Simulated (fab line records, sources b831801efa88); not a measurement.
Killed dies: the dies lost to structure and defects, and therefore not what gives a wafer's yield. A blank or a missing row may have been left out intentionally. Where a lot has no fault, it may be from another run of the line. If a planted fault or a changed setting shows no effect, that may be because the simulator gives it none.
Problem report in the 8D (eight disciplines) form, filled by code || flow gf180mcu || the parts of the form that need people (team, actions taken, sign-off) are left out

1. WHAT WENT WRONG
Wafers without a fault read 208.4 s, standard deviation 0.86; run-length-s at GF_TOP_METAL_METAL_ETCH_16 reads a mean of 217.1 s on 4 wafers belonging to 2 lots. Measured from the usual mean, that is +10 standard deviations.
The step: etches the open film in Cl2/BCl3, stops on SiO2, target depth 1077.5 nm, time 179.6 s.
The first sign was on wafer L600.4 at day 30 23:20, on rie-metal-01. Wafers with a number at this step in the record: 39, from 13 lots. Rule for "out", or "out of limits": more than 4 standard deviations from the usual mean. The other wafers with a number count as sound.

2. WHAT IT IS, AND WHAT IT ISN'T
{"question": "which readings at this step", "is": "run-length-s", "is not": "bias-w, drypump-motor-current-A"}
{"question": "which lots", "is": "L600, L602", "is not": "L591, L598, L601, L603, L604, L609, L610, L611, L612, L613, L614"}
{"question": "which wafers of those lots", "is": "L600.4, L602.2, L602.3, L602.6", "is not": "L600.3, L600.6"}
{"question": "read on which tools", "is": "rie-metal-01", "is not": "rie-metal-02, rie-metal-03"}
{"question": "when", "is": "from day 30 23:20", "is not": "up to then (8 sound wafers); but 27 sound wafers of L601, L603, L604, L609, L610, L611, L612, L613, L614 came after"}

3. WHAT RULES OUT EACH SUSPECT
Counting: any tool at a process step up to the reading remains a suspect provided it ran every lot that is out. Sound lots after the first of them don't rule it out here, since some wafers of a struck lot are sound.
- pvd-sputter-02 at GF_TOP_METAL_SPUTTER_03 (material Ti, target thk 5 nm, time 3.3 s): kept. It ran every lot that is out, first L600 (day 30 04:43); its last sound lot up to then is L591 (day 27 11:49).
- rie-metal-01 at GF_TOP_METAL_METAL_ETCH_16 (etches the open film in Cl2/BCl3, stops on SiO2, target depth 1077.5 nm, time 179.6 s): kept. It ran every lot that is out, first L600 (day 30 23:20); its last sound lot up to then is L598 (day 30 11:35). Its own readings are out on those wafers: run-length-s.
- Within rie-metal-01 at GF_TOP_METAL_METAL_ETCH_16: the wafers that are out ran in chamber 0; their sound lot-mates ran in chamber 1.
What counting leaves: pvd-sputter-02 at GF_TOP_METAL_SPUTTER_03 and rie-metal-01 at GF_TOP_METAL_METAL_ETCH_16.

4. THE CAUSE (what the simulator had put in)
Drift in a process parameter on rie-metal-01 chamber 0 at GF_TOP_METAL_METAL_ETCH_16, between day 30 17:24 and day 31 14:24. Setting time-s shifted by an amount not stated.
Counting left 2 suspects, and this tool is among them.

5. SEQUENCE OF EFFECTS, ordered by route
Each row: a reading where the mean over the struck wafers with a number is more than 3 standard deviations away from the usual. Only readings whose record carries a usual standard deviation are examined. hours: median over the lots of the time between each lot's start at the first step of this table that gives one and its start at this step. sigmas: the change, counted in usual standard deviations.
{"hours": 0, "step": "GF_TOP_METAL_METAL_ETCH_16", "reading": "run-length-s", "usual": "208.4 s", "on struck wafers": 217.1, "change": "+8.7", "sigmas": "+10"}
It contains these process steps:
- GF_TOP_METAL_METAL_ETCH_16: etches the open film in Cl2/BCl3, stops on SiO2, target depth 1077.5 nm, time 179.6 s.

6. WHAT WOULD HAVE CAUGHT IT SOONER
In this record the first reading out of limits was taken at day 30 23:20, 6 hours after the fault began at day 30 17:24.
